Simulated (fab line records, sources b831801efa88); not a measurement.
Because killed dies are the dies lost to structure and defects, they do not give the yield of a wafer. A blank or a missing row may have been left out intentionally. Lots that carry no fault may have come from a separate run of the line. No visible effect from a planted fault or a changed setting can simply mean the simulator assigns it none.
The tool behind it: which one? -- flow sky130 -- Sampling: 12 lots, 36 wafers, 4 of 708 route steps

## WHAT EACH GAUGE READ, for each wafer
SKY_SONOS_TUNNEL_TW_MEAS_12. Usual: SONOS_TUNNEL_TW typically reads 197.5, with standard deviation 1.6.
lot,measured,on,SONOS_TUNNEL_TW,flag
L458,day 11 20:57,filmMetro-04,197.4 198.3 198.5,
L459,day 12 08:58,filmMetro-03,194.7 195.1 195.3,
L460,day 12 12:34,filmMetro-03,194.9 196.0 195.2,
L462,day 13 03:34,filmMetro-01,199.1 198.7 199.3,
L463,day 13 12:43,filmMetro-03,239.3 238.8 239.4,OFF
L464,day 14 00:54,filmMetro-04,242.8 242.6 243.7,OFF
L471,day 16 01:35,filmMetro-04,241.1 240.8 240.2,OFF
L475,day 17 15:42,filmMetro-01,198.8 199.3 199.0,
L476,day 17 20:23,filmMetro-04,198.9 196.9 196.3,
L478,day 18 14:28,filmMetro-04,196.7 197.2 196.8,
L479,day 19 04:38,filmMetro-04,196.7 197.2 197.2,
L480,day 19 17:10,filmMetro-01,197.4 196.8 196.5,

SKY_METAL2_OVL_MEAS_16. Usual: METAL2_OVL typically reads -2 nm, with standard deviation 5.9.
lot,measured,on,METAL2_OVL (nm),flag
L458,day 35 21:02,overlay-01,1 -5 -6,
L459,day 36 01:37,overlay-02,-2 -7 -3,
L460,day 36 15:41,overlay-01,0 1 -4,
L462,day 37 03:28,overlay-01,-1 -2 0,
L463,day 37 10:01,overlay-02,3 -11 5,
L464,day 37 23:05,overlay-01,8 3 2,
L471,day 39 20:47,overlay-01,-6 -5 -10,
L475,day 41 01:35,overlay-01,-5 -2 -7,
L476,day 41 03:11,overlay-01,-7 0 -6,
L478,day 41 23:03,overlay-01,1 8 11,
L479,day 42 05:32,overlay-02,-8 -5 -3,
L480,day 42 16:20,overlay-02,0 -5 -3,

## TOOL THAT RAN EACH LOT (tool first, then ch and the chambers of the sampled wafers, then the start)
lot,SKY_SONOS_TUNNEL_IMPLANT_09,SKY_CONTACT_ETCH_18
L458,"implanter-04 ch 0, day 11 20:32","rieDiel-01 ch 0,2, day 35 21:02 or earlier"
L459,"implanter-01 ch 0, day 12 08:32","rieDiel-02 ch 0,1, day 36 01:37 or earlier"
L460,"implanter-01 ch 0, day 12 12:08","rieDiel-01 ch 2,3, day 36 15:41 or earlier"
L462,"implanter-02 ch 0, day 13 03:08","rieDiel-03 ch 1,2,3, day 37 03:28 or earlier"
L463,"implanter-01 ch 0, day 13 11:40","rieDiel-02 ch 0,1,2, day 37 10:01 or earlier"
L464,"implanter-01 ch 0, day 13 23:49","rieDiel-01 ch 1,2, day 37 23:05 or earlier"
L471,"implanter-04 ch 0, day 16 00:53","rieDiel-02 ch 0,3, day 39 20:47 or earlier"
L475,"implanter-01 ch 0, day 17 15:17","rieDiel-02 ch 0,2,3, day 41 01:35 or earlier"
L476,"implanter-04 ch 0, day 17 19:47","rieDiel-03 ch 1,2,3, day 41 03:11 or earlier"
L478,"implanter-04 ch 0, day 18 14:05","rieDiel-01 ch 0,3, day 41 23:03 or earlier"
L479,"implanter-04 ch 0, day 19 04:13","rieDiel-01 ch 0,1, day 42 05:32 or earlier"
L480,"implanter-04 ch 0, day 19 16:44","rieDiel-02 ch 0,3, day 42 16:20 or earlier"
- SKY_SONOS_TUNNEL_IMPLANT_09
- SKY_CONTACT_ETCH_18: etches Si3N4 in CHF3/O2, stops on TiN, time 39 s, target depth 75 nm.

## WHAT THE TOOLS THEMSELVES READ (means of the sampled wafers that have a number; where no wafer has one, the mark that the record gives instead)
SKY_CONTACT_ETCH_18. Usual: chf3FlowSccm 50.01 sccm, standard deviation 0.15; drypumpMotorCurrentA 5.8 A, standard deviation 0.3; oesProductAu 0.856 a.u., standard deviation 0.0078; throttleValvePct 8.793 %, standard deviation 0.01.
lot,tool,chf3FlowSccm (sccm),drypumpMotorCurrentA (A),oesProductAu (a.u.),throttleValvePct (%),flag
L458,rieDiel-01,50.07,5.5,0.852,8.794,
L459,rieDiel-02,50.04,5.8,0.850,8.796,
L460,rieDiel-01,49.97,5.8,0.858,8.789,
L462,rieDiel-03,49.93,5.9,0.848,8.792,
L463,rieDiel-02,49.97,5.8,0.857,8.800,
L464,rieDiel-01,50.04,5.4,0.859,8.803,
L471,rieDiel-02,50.01,5.9,0.867,8.797,
L475,rieDiel-02,50.15,5.9,0.865,8.784,
L476,rieDiel-03,50.12,5.9,0.856,8.800,
L478,rieDiel-01,50.02,5.7,0.862,8.801,
L479,rieDiel-01,49.96,5.5,0.866,8.796,
L480,rieDiel-02,50.14,6.0,0.865,8.790,

## THE ANSWER, worked out from the rows above alone
Rule: lot off if the mean of its wafers having a number is beyond 3 standard deviations from the usual mean. A lot without any number at a reading at which 4 lots or more have one is off too. All remaining lots with rows at the step are treated as sound. First the gauges in route order, then the tools' own readings, where a lot's mean is used as printed above. At the first step where some lot is off, the reading lying furthest off is the one used; lots without a number count as furthest.
Off: L463, L464, L471, seen at SKY_SONOS_TUNNEL_TW_MEAS_12 (SONOS_TUNNEL_TW).
If a tool, at a process step before that reading, ran all the lots that are off and no sound lot after the first of them, it fits. Gauges at SKY_SONOS_TUNNEL_TW_MEAS_12: tried the same way as those tools. None of those tried fits.

## WHAT THE SIMULATOR HAD INSERTED
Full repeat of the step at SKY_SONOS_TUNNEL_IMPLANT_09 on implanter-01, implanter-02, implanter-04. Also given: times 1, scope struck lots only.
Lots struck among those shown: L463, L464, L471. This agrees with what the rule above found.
